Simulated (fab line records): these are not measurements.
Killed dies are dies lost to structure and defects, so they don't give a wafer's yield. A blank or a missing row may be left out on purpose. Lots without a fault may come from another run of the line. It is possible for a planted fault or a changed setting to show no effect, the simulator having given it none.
fab line records	flow sky130	part 1 of 2: steps 1 to 41 of 42
record: lots: 6	wafers: 18	last-day: 50
route steps=708 shown SD_P@327 RES_XHIGH@332 SD_N@342 SALICIDE@361 LI_CONTACT@362 PAD_OPEN@708
lots that met no fault: taken from a fault-free run of the same line
start-h: start of the lot's first displayed wafer, in hours after the record's first day	wait-h: hours elapsed since this lot's preceding step	" repeats the value in the row above	L1.1+2: a row that stands for several wafers	- no value, or no start was given	* or withheld: withheld	< > ~ a bound
route shown NAME@n: NAME is a module with steps in the file, n the number in the route of the first one	usual: the fault-free wafers' mean and standard deviation	same: alike in all rows	chamber/n: place in a boat	sites: per-site readings	_std_site: how widely they spread, as a standard deviation	_edge_site: outer sites' mean less inner sites'	radius-mm: for every site, how far away it sits from the centre of the wafer	mask NAME#n: copy n	behind: the last tool/chamber to shape the wafer	hold: what put the lot on hold/how long, in hours/how the hold closed	device: the transistor (n, p or np) that didn't switch	end of line: at the end of the route, the tests of the same wafers	a step with no rows: only its recipe	killed: dies that structure and defects cost at the first sort, which is not the same as the wafer's yield	map: per-die view of a wafer (x killed, . not killed, _ where there is no die)
set.NAME: setting as actually run; set.NAME@STEP: the setting as run at that earlier step	model.NAME: the simulator's own value behind a step, which no gauge read
a table for each step, a row for each wafer; lots at some steps of the route
services: a tool's chamber out of use, with start hour (start-h, from the record's first day; less than 0 if before it), hours out, and reason
== steps ==
step: SKY_SD_P_CD_MEAS_07
recipe: target-cd-nm: 380
usual: cd-nm: 379.7/2.5
lot.wafer	tool	chamber	start-h	wait-h	cd-nm
L194.1	cd-sem-01	-	654.01	0.1	382.3
L194.2	"	-	"	"	378.9
L194.6	"	-	"	"	380.2
L198.4	cd-sem-02	-	684.69	0.1	378.0
L198.5	"	-	"	"	381.3
L198.6	"	-	"	"	379.5
L200.2	cd-sem-02	-	697.84	0.1	379.9
L200.5	"	-	"	"	380.3
L200.6	"	-	"	"	379.0
L203.2	cd-sem-02	-	726.88	0.1	381.0
L203.3	"	-	"	"	382.9
L203.5	"	-	"	"	381.7
L208.1	cd-sem-02	-	757.48	0.1	376.0
L208.4	"	-	"	"	376.6
L208.5	"	-	"	"	375.5
L209.1	cd-sem-02	-	769.76	0.1	382.0
L209.3	"	-	"	"	379.2
L209.5	"	-	"	"	380.8
step: SKY_SD_P_OVL_MEAS_08
usual: SD_P_OVL: 1.5/1.2
lot.wafer	tool	chamber	start-h	wait-h	SD_P_OVL[nm]
L194.1	overlay-02	-	654.13	0.1	3.1
L194.2	"	-	"	"	2.8
L194.6	"	-	"	"	1.2
L198.4	overlay-01	-	684.77	0.1	3.3
L198.5	"	-	"	"	1.7
L198.6	"	-	"	"	1.6
L200.2	overlay-01	-	697.94	0.1	3.0
L200.5	"	-	"	"	1.2
L200.6	"	-	"	"	2.5
L203.2	overlay-02	-	726.99	0.1	2.5
L203.3	"	-	"	"	0.8
L203.5	"	-	"	"	1.7
L208.1	overlay-01	-	757.60	0.1	2.8
L208.4	"	-	"	"	1.4
L208.5	"	-	"	"	3.1
L209.1	overlay-01	-	769.88	0.1	1.2
L209.3	"	-	"	"	2.3
L209.5	"	-	"	"	1.2
step: SKY_SD_P_IMPLANT_09
recipe: species: BF2	energy-kev: 20	dose-cm2: 3e+15	tilt-deg: 0
step: SKY_SD_P_STRIP_10
recipe: chemistry: O2/N2	power-w: 1400	pressure-mtorr: 1500	platen-temp-c: withheld	o2-flow-sccm: 3000	n2-flow-sccm: 300	overash-fraction: 0.5
usual: chamber-pressure-mTorr: 1500.0/1.5	drypump-motor-current-A: 6.1/0.46	oes-product-au: 0.618/0.0047	strip-time-to-endpoint-s: 17.51/0.037
lot.wafer	tool	chamber	start-h	wait-h	chamber-pressure-mTorr	drypump-motor-current-A	oes-product-au	rf-hours-counter-h	strip-time-to-endpoint-s
L194.1	plasma-asher-04	0	654.31	0.1	1499.7	6.4	0.613	84	17.41
L194.2	"	1	"	"	1501.5	5.8	0.621	84	17.50
L194.6	"	0	"	"	1499.4	6.4	0.632	-	17.47
L198.4	plasma-asher-02	0	684.97	0.1	1501.2	6.0	0.611	-	17.41
L198.5	"	1	"	"	1501.0	5.4	0.622	-	17.48
L198.6	"	0	"	"	1500.1	6.0	0.618	-	17.44
L200.2	plasma-asher-01	1	698.27	0.2	1499.8	6.4	0.607	27	17.56
L200.5	"	1	"	"	1500.5	6.4	0.629	-	17.58
L200.6	"	0	"	"	1497.6	6.7	0.619	-	17.59
L203.2	plasma-asher-02	0	727.17	0.1	1502.1	6.0	0.623	52	17.57
L203.3	"	1	"	"	1500.7	5.4	0.618	-	17.54
L203.5	"	0	"	"	1499.5	6.0	0.618	-	17.54
L208.1	plasma-asher-04	0	757.79	0.1	1499.0	6.3	0.619	94	17.46
L208.4	"	0	"	"	1501.8	6.4	0.610	-	17.50
L208.5	"	0	"	"	1501.4	6.3	0.618	-	17.52
L209.1	plasma-asher-02	1	770.07	0.1	1497.9	5.4	0.623	57	17.50
L209.3	"	1	"	"	1499.4	5.4	0.623	-	17.45
L209.5	"	1	"	"	1500.0	5.4	0.617	-	17.45
step: SKY_SD_P_TW_MEAS_11
usual: SD_P_TW: 2844/18
lot.wafer	tool	chamber	start-h	wait-h	SD_P_TW
L194.1	film-metro-01	-	654.41	0.1	2834
L194.2	"	-	"	"	2824
L194.6	"	-	"	"	2821
L198.4	film-metro-04	-	685.07	0.1	2858
L198.5	"	-	"	"	2858
L198.6	"	-	"	"	2863
L200.2	film-metro-04	-	698.38	0.1	2871
L200.5	"	-	"	"	2852
L200.6	"	-	"	"	2847
L203.2	film-metro-02	-	727.28	0.1	2838
L203.3	"	-	"	"	2847
L203.5	"	-	"	"	2856
L208.1	film-metro-02	-	757.89	0.1	2854
L208.4	"	-	"	"	2856
L208.5	"	-	"	"	2856
L209.1	film-metro-01	-	770.17	0.1	2827
L209.3	"	-	"	"	2842
L209.5	"	-	"	"	2818
step: SKY_RES_XHIGH_DEHYDRATE_00
recipe: temp-c: 200	time-s: 60
step: SKY_RES_XHIGH_HMDS_01
recipe: prime-time-s: 60	prime-temp-c: 120
step: SKY_RES_XHIGH_COAT_02
recipe: resist: NOVOLAK	spin-rpm: 3000	resist-thk-nm: 1157
step: SKY_RES_XHIGH_SOFTBAKE_03
recipe: temp-c: 90	time-s: 60	resist: NOVOLAK
step: SKY_RES_XHIGH_EXPOSE_04
recipe: mask-id: URPM	na: 0.6	source-shape: conventional	sigma-outer: 0.6	polarization: unpolarized	target-cd-nm: 1270	dose-mj: 140
step: SKY_RES_XHIGH_PEB_05
recipe: temp-c: withheld	time-s: *	resist: NOVOLAK
step: SKY_RES_XHIGH_DEVELOP_06
recipe: resist: NOVOLAK	developer: TMAH	develop-time-s: 60	dev-temp-c: 23
step: SKY_RES_XHIGH_IMPLANT_07
recipe: species: BF2	energy-kev: 20	dose-cm2: 3.6e+14	tilt-deg: 0
usual: beam-energy-keV: 20.000/0.0053
lot.wafer	tool	chamber	start-h	wait-h	beam-energy-keV
L194.1	implanter-02	0	682.25	0.1	19.998
L194.2	"	0	"	"	19.998
L194.6	"	0	"	"	19.991
L198.4	implanter-02	0	713.19	0.1	20.005
L198.5	"	0	"	"	20.010
L198.6	"	0	"	"	20.002
L200.2	implanter-04	0	725.86	0.1	19.995
L200.5	"	0	"	"	19.996
L200.6	"	0	"	"	19.998
L203.2	implanter-01	0	754.09	0.1	20.000
L203.3	"	0	"	"	19.997
L203.5	"	0	"	"	19.997
L208.1	implanter-02	0	783.60	0.1	19.997
L208.4	"	0	"	"	19.996
L208.5	"	0	"	"	19.992
L209.1	implanter-01	0	796.60	0.1	20.004
L209.3	"	0	"	"	19.994
L209.5	"	0	"	"	20.004
step: SKY_RES_XHIGH_STRIP_08
recipe: chemistry: O2/N2	power-w: 1400	pressure-mtorr: 1500	platen-temp-c: withheld	o2-flow-sccm: 3000	n2-flow-sccm: 300	overash-fraction: 0.5
usual: chamber-pressure-mTorr: 1500.0/1.4	drypump-motor-current-A: 6.2/0.37	oes-product-au: 0.711/0.0041	strip-time-to-endpoint-s: 14.47/0.035
lot.wafer	tool	chamber	start-h	wait-h	chamber-pressure-mTorr	drypump-motor-current-A	oes-product-au	rf-hours-counter-h	strip-time-to-endpoint-s
L194.1	plasma-asher-03	0	682.40	0.1	1498.3	5.7	0.713	99	14.47
L194.2	"	1	"	"	1500.8	6.4	0.712	99	14.43
L194.6	"	0	"	"	1499.3	5.7	0.706	-	14.50
L198.4	plasma-asher-04	1	713.30	0.1	1500.4	5.7	0.712	-	14.43
L198.5	"	1	"	"	1499.3	5.8	0.707	-	14.46
L198.6	"	0	"	"	1501.9	6.4	0.714	-	14.48
L200.2	plasma-asher-01	1	725.98	0.1	1498.9	6.4	0.711	30	14.46
L200.5	"	1	"	"	1502.5	6.4	0.711	-	14.51
L200.6	"	0	"	"	1502.6	6.7	0.714	-	14.50
L203.2	plasma-asher-04	0	754.22	0.1	1500.2	6.4	0.716	94	14.48
L203.3	"	1	"	"	1498.5	5.8	0.706	-	14.48
L203.5	"	1	"	"	1499.9	5.8	0.709	-	14.45
L208.1	plasma-asher-04	0	783.75	0.1	1499.8	6.4	0.718	96	14.44
L208.4	"	0	"	"	1500.2	6.3	0.708	-	14.47
L208.5	"	1	"	"	1498.3	5.8	0.714	-	14.46
L209.1	plasma-asher-03	0	796.75	0.1	1500.2	5.7	0.716	5	14.44
L209.3	"	1	"	"	1502.9	6.4	0.709	-	14.42
L209.5	"	0	"	"	1501.0	5.6	0.713	-	14.46
step: SKY_RES_XHIGH_TW_MEAS_09
usual: RES_XHIGH_TW: 1650/11
lot.wafer	tool	chamber	start-h	wait-h	RES_XHIGH_TW
L194.1	film-metro-02	-	682.50	0.1	1654
L194.2	"	-	"	"	1657
L194.6	"	-	"	"	1651
L198.4	film-metro-02	-	713.40	0.1	1653
L198.5	"	-	"	"	1651
L198.6	"	-	"	"	1644
L200.2	film-metro-02	-	726.09	0.1	1648
L200.5	"	-	"	"	1650
L200.6	"	-	"	"	1647
L203.2	film-metro-01	-	754.33	0.1	1647
L203.3	"	-	"	"	1642
L203.5	"	-	"	"	1652
L208.1	film-metro-04	-	783.85	0.1	1663
L208.4	"	-	"	"	1652
L208.5	"	-	"	"	1659
L209.1	film-metro-02	-	796.85	0.1	1657
L209.3	"	-	"	"	1659
L209.5	"	-	"	"	1658
step: SKY_SD_N_DEHYDRATE_00
recipe: temp-c: 200	time-s: 60
step: SKY_SD_N_HMDS_01
recipe: prime-time-s: 60	prime-temp-c: 120
step: SKY_SD_N_COAT_02
recipe: resist: NOVOLAK	spin-rpm: 3000	resist-thk-nm: 1140
step: SKY_SD_N_SOFTBAKE_03
recipe: temp-c: 90	time-s: 60	resist: NOVOLAK
step: SKY_SD_N_EXPOSE_04
recipe: mask-id: NSDM	na: 0.6	source-shape: conventional	sigma-outer: 0.6	polarization: unpolarized	target-cd-nm: 380	dose-mj: 141
step: SKY_SD_N_PEB_05
recipe: temp-c: withheld	time-s: *	resist: NOVOLAK
step: SKY_SD_N_DEVELOP_06
recipe: resist: NOVOLAK	developer: TMAH	develop-time-s: 60	dev-temp-c: 23
step: SKY_SD_N_CD_MEAS_07
recipe: target-cd-nm: 380
usual: cd-nm: 379.6/2.3
lot.wafer	tool	chamber	start-h	wait-h	cd-nm
L194.1	cd-sem-01	-	709.72	0.1	379.9
L194.2	"	-	"	"	380.5
L194.6	"	-	"	"	380.7
L198.4	cd-sem-02	-	741.03	0.1	376.8
L198.5	"	-	"	"	376.0
L198.6	"	-	"	"	374.8
L200.2	cd-sem-01	-	753.37	0.1	379.8
L200.5	"	-	"	"	381.0
L200.6	"	-	"	"	380.4
L203.2	cd-sem-02	-	781.42	0.1	380.2
L203.3	"	-	"	"	381.4
L203.5	"	-	"	"	381.7
L208.1	cd-sem-01	-	810.17	0.1	380.4
L208.4	"	-	"	"	378.5
L208.5	"	-	"	"	377.5
L209.1	cd-sem-01	-	822.62	0.1	380.8
L209.3	"	-	"	"	378.8
L209.5	"	-	"	"	381.4
step: SKY_SD_N_OVL_MEAS_08
usual: SD_N_OVL: 0.5/1.4
lot.wafer	tool	chamber	start-h	wait-h	SD_N_OVL[nm]
L194.1	overlay-01	-	709.84	0.1	2.2
L194.2	"	-	"	"	1.7
L194.6	"	-	"	"	2.3
L198.4	overlay-01	-	741.11	0.1	0.3
L198.5	"	-	"	"	0.4
L198.6	"	-	"	"	-0.1
L200.2	overlay-01	-	753.48	0.1	-1.2
L200.5	"	-	"	"	1.5
L200.6	"	-	"	"	0.2
L203.2	overlay-02	-	781.53	0.1	-1.1
L203.3	"	-	"	"	-0.9
L203.5	"	-	"	"	-0.1
L208.1	overlay-02	-	810.29	0.1	-0.2
L208.4	"	-	"	"	0.4
L208.5	"	-	"	"	0.1
L209.1	overlay-02	-	822.74	0.1	0.2
L209.3	"	-	"	"	1.9
L209.5	"	-	"	"	1.1
step: SKY_SD_N_IMPLANT_09
recipe: species: As	energy-kev: 50	dose-cm2: 4e+15	tilt-deg: 0
step: SKY_SD_N_IMPLANT_10
recipe: species: P	energy-kev: 20	dose-cm2: 1e+14	tilt-deg: 0
step: SKY_SD_N_STRIP_11
recipe: chemistry: O2/N2	power-w: 1400	pressure-mtorr: 1500	platen-temp-c: withheld	o2-flow-sccm: 3000	n2-flow-sccm: 300	overash-fraction: 0.5
usual: chamber-pressure-mTorr: 1500.1/1.4	drypump-motor-current-A: 6.1/0.44	oes-product-au: 0.527/0.0044	strip-time-to-endpoint-s: 22.56/0.049
lot.wafer	tool	chamber	start-h	wait-h	chamber-pressure-mTorr	drypump-motor-current-A	oes-product-au	rf-hours-counter-h	strip-time-to-endpoint-s
L194.1	plasma-asher-03	0	710.17	0.1	1500.5	5.7	0.534	103	22.58
L194.2	"	1	"	"	1500.7	6.4	0.527	103	22.62
L194.6	"	1	"	"	1498.3	6.4	0.530	-	22.58
L198.4	plasma-asher-02	0	741.46	0.1	1498.5	6.0	0.526	-	22.52
L198.5	"	1	"	"	1496.7	5.4	0.535	-	22.49
L198.6	"	0	"	"	1500.4	6.0	0.530	-	22.55
L200.2	plasma-asher-02	1	753.81	0.1	1500.9	5.4	0.527	55	22.52
L200.5	"	0	"	"	1501.9	6.0	0.525	-	22.55
L200.6	"	1	"	"	1499.3	5.4	0.523	-	22.53
L203.2	plasma-asher-03	1	781.86	0.1	1499.4	6.4	0.524	4	22.66
L203.3	"	1	"	"	1498.3	6.4	0.525	-	22.61
L203.5	"	1	"	"	1501.3	6.4	0.529	-	22.61
L208.1	plasma-asher-01	0	810.62	0.1	1501.4	6.7	0.522	39	22.56
L208.4	"	1	"	"	1502.1	6.5	0.524	-	22.52
L208.5	"	0	"	"	1500.4	6.7	0.525	-	22.50
L209.1	plasma-asher-01	1	823.07	0.1	1501.6	6.4	0.526	40	22.55
L209.3	"	1	"	"	1501.2	6.4	0.530	-	22.52
L209.5	"	1	"	"	1499.9	6.4	0.530	-	22.55
step: SKY_SD_N_TW_MEAS_12
usual: SD_N_TW: 4015/27
lot.wafer	tool	chamber	start-h	wait-h	SD_N_TW
L194.1	film-metro-04	-	710.27	0.1	4036
L194.2	"	-	"	"	4018
L194.6	"	-	"	"	4028
L198.4	film-metro-02	-	741.55	0.1	4013
L198.5	"	-	"	"	4005
L198.6	"	-	"	"	4008
L200.2	film-metro-01	-	753.92	0.1	3997
L200.5	"	-	"	"	3989
L200.6	"	-	"	"	3992
L203.2	film-metro-04	-	781.97	0.1	4021
L203.3	"	-	"	"	4021
L203.5	"	-	"	"	4019
L208.1	film-metro-04	-	810.72	0.1	4033
L208.4	"	-	"	"	4040
L208.5	"	-	"	"	4028
L209.1	film-metro-04	-	823.17	0.1	4035
L209.3	"	-	"	"	4032
L209.5	"	-	"	"	4032
step: SKY_SD_N_CLEAN_13
recipe: chemistry: SC1/SC2	mix: 1:4:20	temp-c: 70	time-s: 150	dry: n2-spin
step: SKY_SD_N_RTA_14
recipe: temp-c: 1075	time-s: 2	idle-temp-c: 650	ramp-up-c-per-s: 150	ramp-down-c-per-s: 90	ambient: N2
usual: lamp-power-pct: 15.73/0.048	wafer_temp_C_max: 1078.0/1.3
same: time-s: 2
lot.wafer	tool	chamber	start-h	wait-h	lamp-power-pct	wafer_temp_C_max
L194.1	rtp-anneal-02	0	710.39	0.0	15.76	1077.0
L194.2	"	0	"	"	15.71	1079.1
L194.6	"	0	"	"	15.66	1079.3
L198.4	rtp-anneal-02	0	741.67	0.0	15.77	1076.0
L198.5	"	0	"	"	15.71	1075.5
L198.6	"	0	"	"	15.75	1079.0
L200.2	rtp-anneal-01	0	754.08	0.0	15.80	1076.2
L200.5	"	0	"	"	15.75	1079.2
L200.6	"	0	"	"	15.77	1077.7
L203.2	rtp-anneal-01	0	782.13	0.0	15.69	1078.1
L203.3	"	0	"	"	15.72	1077.2
L203.5	"	0	"	"	15.80	1078.0
L208.1	rtp-anneal-02	0	810.84	0.0	15.73	1079.6
L208.4	"	0	"	"	15.71	1081.0
L208.5	"	0	"	"	15.66	1076.7
L209.1	rtp-anneal-01	0	823.28	0.0	15.80	1078.3
L209.3	"	0	"	"	15.75	1077.2
L209.5	"	0	"	"	15.72	1077.8
step: SKY_SD_N_RS_MEAS_16
recipe: thk-meas-gauge: four-point-probe
usual: SD_N_RS: 68.57/0.14
lot.wafer	tool	chamber	start-h	wait-h	SD_N_RS[ohm/sq]
L194.1	film-metro-02	-	710.56	0.1	68.54
L194.2	"	-	"	"	68.50
L194.6	"	-	"	"	68.65
L198.4	film-metro-04	-	741.88	0.1	68.74
L198.5	"	-	"	"	68.58
L198.6	"	-	"	"	68.46
L200.2	film-metro-02	-	754.27	0.1	68.60
L200.5	"	-	"	"	68.52
L200.6	"	-	"	"	68.48
L203.2	film-metro-02	-	782.31	0.1	68.56
L203.3	"	-	"	"	68.55
L203.5	"	-	"	"	68.51
L208.1	film-metro-04	-	811.02	0.1	68.47
L208.4	"	-	"	"	68.45
L208.5	"	-	"	"	68.39
L209.1	film-metro-02	-	823.46	0.1	68.47
L209.3	"	-	"	"	68.73
L209.5	"	-	"	"	68.57
step: SKY_SD_N_RS_MEAS_17
recipe: thk-meas-gauge: four-point-probe
usual: SD_P_RS: 147.1/0.37
lot.wafer	tool	chamber	start-h	wait-h	SD_P_RS[ohm/sq]
L194.1	film-metro-02	-	710.68	0.1	146.9
L194.2	"	-	"	"	146.4
L194.6	"	-	"	"	147.1
L198.4	film-metro-04	-	742.00	0.1	147.2
L198.5	"	-	"	"	147.7
L198.6	"	-	"	"	147.3
L200.2	film-metro-02	-	754.39	0.1	147.0
L200.5	"	-	"	"	147.0
L200.6	"	-	"	"	146.9
L203.2	film-metro-02	-	782.43	0.1	147.4
L203.3	"	-	"	"	147.0
L203.5	"	-	"	"	147.5
L208.1	film-metro-04	-	811.14	0.1	146.9
L208.4	"	-	"	"	146.9
L208.5	"	-	"	"	147.1
L209.1	film-metro-02	-	823.58	0.1	146.8
L209.3	"	-	"	"	146.9
L209.5	"	-	"	"	147.2
step: SKY_SD_N_RS_MEAS_18
recipe: thk-meas-gauge: four-point-probe
usual: RES_XHIGH_RS: 333.4/1.5
lot.wafer	tool	chamber	start-h	wait-h	RES_XHIGH_RS[ohm/sq]
L194.1	film-metro-02	-	710.80	0.1	331.9
L194.2	"	-	"	"	331.5
L194.6	"	-	"	"	332.2
L198.4	film-metro-04	-	742.12	0.1	335.5
L198.5	"	-	"	"	335.5
L198.6	"	-	"	"	335.8
L200.2	film-metro-02	-	754.51	0.1	333.3
L200.5	"	-	"	"	333.3
L200.6	"	-	"	"	333.0
L203.2	film-metro-02	-	782.55	0.1	332.2
L203.3	"	-	"	"	332.8
L203.5	"	-	"	"	333.4
L208.1	film-metro-04	-	811.26	0.1	334.3
L208.4	"	-	"	"	334.5
L208.5	"	-	"	"	332.9
L209.1	film-metro-02	-	823.70	0.1	334.7
L209.3	"	-	"	"	334.5
L209.5	"	-	"	"	334.1
step: SKY_SALICIDE_CLEAN_00
recipe: chemistry: HF-last	time-s: 30	dilution: 100:1	dry: ipa-marangoni
step: SKY_LI_CONTACT_HDPCVD_00
recipe: material: PSG	target-thk-nm: 930	sigma-open-frac: 0.3	time-s: 162.6	temp-c: 600	sih4-flow-sccm: 60	pressure-mtorr: 6
step: SKY_LI_CONTACT_THK_MEAS_01
recipe: reads: PSG_of_LI_CONTACT_HDPCVD_00
usual: LI_CONTACT_HDPCVD_THK: 973/13
lot.wafer	tool	chamber	start-h	wait-h	LI_CONTACT_HDPCVD_THK[nm]
L194.1	film-metro-04	-	711.04	0.1	991
L194.2	"	-	"	"	976
L194.6	"	-	"	"	987
L198.4	film-metro-02	-	742.33	0.0	968
L198.5	"	-	"	"	952
L198.6	"	-	"	"	987
L200.2	film-metro-01	-	754.74	0.1	974
L200.5	"	-	"	"	977
L200.6	"	-	"	"	973
L203.2	film-metro-02	-	782.78	0.1	969
L203.3	"	-	"	"	969
L203.5	"	-	"	"	964
L208.1	film-metro-04	-	811.50	0.1	957
L208.4	"	-	"	"	982
L208.5	"	-	"	"	959
L209.1	film-metro-04	-	823.94	0.1	993
L209.3	"	-	"	"	977
L209.5	"	-	"	"	983
step: SKY_LI_CONTACT_CMP_02
recipe: material: PSG	down-force-psi: 4	platen-rpm: 60	pad-velocity-m-s: 0.94248
usual: motor-current-A: 11.8/1.3	time-to-endpoint-s: 37/3.1
lot.wafer	tool	chamber	start-h	wait-h	motor-current-A	time-to-endpoint-s
L194.2	cmp-02	1	711.15	0.1	12.9	35
L194.1	"	3	"	"	13.2	39
L194.6	"	1	"	"	11.7	34
L198.4	cmp-02	0	742.46	0.1	13.0	36
L198.6	"	2	"	"	12.3	37
L198.5	"	3	"	"	12.7	35
L200.2	cmp-01	3	754.94	0.2	12.5	36
L200.5	"	0	"	"	11.8	38
L200.6	"	1	"	"	10.3	40
L203.2	cmp-01	2	782.83	0.0	9.0	35
L203.3	"	1	"	"	11.1	44
L203.5	"	2	"	"	9.2	34
L208.4	cmp-02	0	811.61	0.1	12.4	38
L208.1	"	1	"	"	11.8	35
L208.5	"	3	"	"	13.4	38
L209.1	cmp-01	3	824.00	0.1	12.2	38
L209.3	"	0	"	"	12.0	43
L209.5	"	3	"	"	12.9	37
step: SKY_LI_CONTACT_BOW_MEAS_03
recipe: mode: bow
usual: LI_CONTACT_BOW: 56/6.5
lot.wafer	tool	chamber	start-h	wait-h	LI_CONTACT_BOW[um]
L194.1	film-metro-04	-	711.40	0.1	55
L194.2	"	-	"	"	52
L194.6	"	-	"	"	56
L198.4	film-metro-01	-	742.72	0.2	55
L198.5	"	-	"	"	49
L198.6	"	-	"	"	67
L200.2	film-metro-02	-	755.11	0.1	55
L200.5	"	-	"	"	48
L200.6	"	-	"	"	47
L203.2	film-metro-04	-	783.15	0.3	61
L203.3	"	-	"	"	61
L203.5	"	-	"	"	57
L208.1	film-metro-04	-	811.86	0.1	62
L208.4	"	-	"	"	57
L208.5	"	-	"	"	53
L209.1	film-metro-02	-	824.30	0.2	49
L209.3	"	-	"	"	60
L209.5	"	-	"	"	51
step: SKY_LI_CONTACT_DEHYDRATE_04
recipe: temp-c: 200	time-s: 60
step: SKY_LI_CONTACT_HMDS_05
recipe: prime-time-s: 60	prime-temp-c: 120
step: SKY_LI_CONTACT_COAT_06
recipe: resist: BARC	temp-c: withheld	time-s: withheld	spin-rpm: 3000	resist-thk-nm: 60
